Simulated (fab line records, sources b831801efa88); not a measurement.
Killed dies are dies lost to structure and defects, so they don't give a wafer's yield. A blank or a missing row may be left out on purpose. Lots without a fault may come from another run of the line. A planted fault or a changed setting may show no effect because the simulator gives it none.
A struck lot beside a sound one | flow sky130 | 14 steps out of a route of 708
Sound: wafers L237.1, L237.4, L237.6. Struck: wafers L239.2, L239.3, L239.4. The cause comes at the end.
At each step with rows: each side's tool, then ch and its chambers, then its first start. Under that, the readings that differ: sound wafers | struck wafers | difference of the means | sigmas: that difference in standard deviations of wafers without a fault.
alike: readings whose means differ by less than 2 such deviations, and words and numbers that are the same on both sides. not compared: withheld readings, readings that some wafer has no value for, bounds like >300 that may hide the same value, and numbers for which the record gives no deviation and whose values overlap.
The two part at a step that has a row with sigmas, a row that says differs or no value, or rows on one side only. Numbers that don't overlap but have no deviation are shown without sigmas and don't part them. A reading that every wafer of one side lacks parts them only if that side has two wafers or more.

SKY_METAL5_SPUTTER_01: material TiN, target thk 20 nm, time 16.7 s.
  sound on pvd_sputter-01, day 44 05:43; struck on pvd_sputter-04, day 44 07:30
  alike: chamber_pressure_pa, throttle_valve_pct
SKY_METAL5_SPUTTER_02: material AlCu, target thk 1150 nm, time 61.2 s.
  sound on pvd_sputter-01, day 44 05:44; struck on pvd_sputter-04, day 44 07:31
  alike: chamber_pressure_pa, throttle_valve_pct
SKY_METAL5_SPUTTER_03: material Ti, target thk 5 nm, time 3.3 s.
  sound on pvd_sputter-01, day 44 05:47; struck on pvd_sputter-04, day 44 07:34
  alike: chamber_pressure_pa, throttle_valve_pct
SKY_METAL5_SPUTTER_04: material TiN, target thk 70 nm, time 58.3 s.
  sound on pvd_sputter-01, day 44 05:48; struck on pvd_sputter-04, day 44 07:35
  alike: chamber_pressure_pa, throttle_valve_pct
SKY_METAL5_RS_MEAS_05: measures by four-point-probe.
  sound on film_metro-01, day 44 05:51; struck on film_metro-03, day 44 07:40
  alike: METAL5_ALCU_RS
SKY_METAL5_THK_MEAS_06: measures by xrf.
  sound on film_metro-01, day 44 05:58; struck on film_metro-03, day 44 07:46
  alike: METAL5_ALCU_THK
then, 6 steps without rows for these wafers: SKY_METAL5_DEHYDRATE_07 (time 60 s); SKY_METAL5_HMDS_08 (prime time 60 s); SKY_METAL5_COAT_09 (resist thk 1800 nm); SKY_METAL5_SOFTBAKE_10 (time 60 s); SKY_METAL5_EXPOSE_11 (exposes mask MM5, target cd 1600 nm); SKY_METAL5_PEB_12.
SKY_METAL5_DEVELOP_13: develop time 60 s.
  sound on litho_track-02 ch 0, day 45 04:25; struck on litho_track-02, day 45 06:20
  no value came back on the struck wafers for chill_plate_temp_C (C), develop_time_s (s); on the sound wafers chill_plate_temp_C (C) reads 23.05 22.97 23.06
SKY_METAL5_DESCUM_14: chemistry O2, time 11 s.
  sound on rie_metal-04 ch 0,1, day 45 04:34; struck on rie_metal-04 ch 0,1, day 45 06:28
  alike: drypump_motor_current_A, oes_product_au
  not compared: rf_hours_counter_h

WHERE THEY PART
Only at SKY_METAL5_DEVELOP_13, within this record. Later steps at which nothing parts them and some readings are alike: SKY_METAL5_DESCUM_14.

WHY: what the simulator had put in
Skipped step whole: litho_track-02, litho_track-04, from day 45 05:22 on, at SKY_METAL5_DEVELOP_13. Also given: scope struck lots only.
